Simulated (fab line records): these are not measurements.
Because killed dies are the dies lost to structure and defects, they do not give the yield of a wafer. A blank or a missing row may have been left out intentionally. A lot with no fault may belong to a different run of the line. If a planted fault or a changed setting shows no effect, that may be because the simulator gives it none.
Matching of chambers / flow gf180mcu / GF_PASSIVATION_CVD_00 on pecvd-03 has 3 sister chambers
The step deposits SiO2 from TEOS, target thk 1000 nm, time 111.95 s. 14 wafers are shown with their chamber, then 7 later ones without.

WAFERS PAIRED WITH THEIR CHAMBERS
wafer=L740.1; chamber=0; heater_power_w (W)=579
wafer=L740.4; chamber=1; heater_power_w (W)=638
wafer=L740.5; chamber=2; heater_power_w (W)=708
wafer=L741.1; chamber=2; heater_power_w (W)=678
wafer=L741.3; chamber=1; heater_power_w (W)=706
wafer=L741.6; chamber=1; heater_power_w (W)=563
wafer=L746.2; chamber=2; heater_power_w (W)=639
wafer=L746.4; chamber=0; heater_power_w (W)=601
wafer=L746.6; chamber=2; heater_power_w (W)=689
wafer=L753.1; chamber=1; heater_power_w (W)=640
wafer=L753.3; chamber=2; heater_power_w (W)=578
wafer=L753.5; chamber=0; heater_power_w (W)=511
wafer=L757.2; chamber=0; heater_power_w (W)=632
wafer=L757.5; chamber=0; heater_power_w (W)=508

SIGNATURES (means of the wafers above)
reading=heater_power_w; chamber 0=566.20; chamber 1=636.75; chamber 2=658.40; scatter within a chamber=54.8
Rule: for a wafer and a chamber, the distance is found by dividing, reading by reading, the gap between the wafer's reading and the chamber's mean by the reading's scatter, squaring, summing and taking the root. The wafer belongs to the nearest chamber; if the next one is less than 2 further off, it can't be placed. The scatter: the root of (the sum of the squares of (reading less its chamber's mean) over the shown wafers, divided by (wafers less chambers)).

WAFERS WITH NO CHAMBER GIVEN
wafer=L757.6; heater_power_w (W)=545
wafer=L759.1; heater_power_w (W)=692
wafer=L759.3; heater_power_w (W)=546
wafer=L759.4; heater_power_w (W)=597
wafer=L763.2; heater_power_w (W)=596
wafer=L763.3; heater_power_w (W)=660
wafer=L763.4; heater_power_w (W)=642

THE CHAMBER EACH PASSED THROUGH
wafer=L757.6; from the rows above=can't be placed: 0 or 1 or 2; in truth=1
wafer=L759.1; from the rows above=can't be placed: 2 or 1 or 0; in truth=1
wafer=L759.3; from the rows above=can't be placed: 0 or 1 or 2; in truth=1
wafer=L759.4; from the rows above=can't be placed: 0 or 1 or 2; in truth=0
wafer=L763.2; from the rows above=can't be placed: 0 or 1 or 2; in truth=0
wafer=L763.3; from the rows above=can't be placed: 2 or 1 or 0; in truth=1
wafer=L763.4; from the rows above=can't be placed: 1 or 2 or 0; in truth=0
Correct placement for 0 of the 7. These rows do not allow placing 7 (true chamber among the candidates in 7). Number placed wrongly: 0.
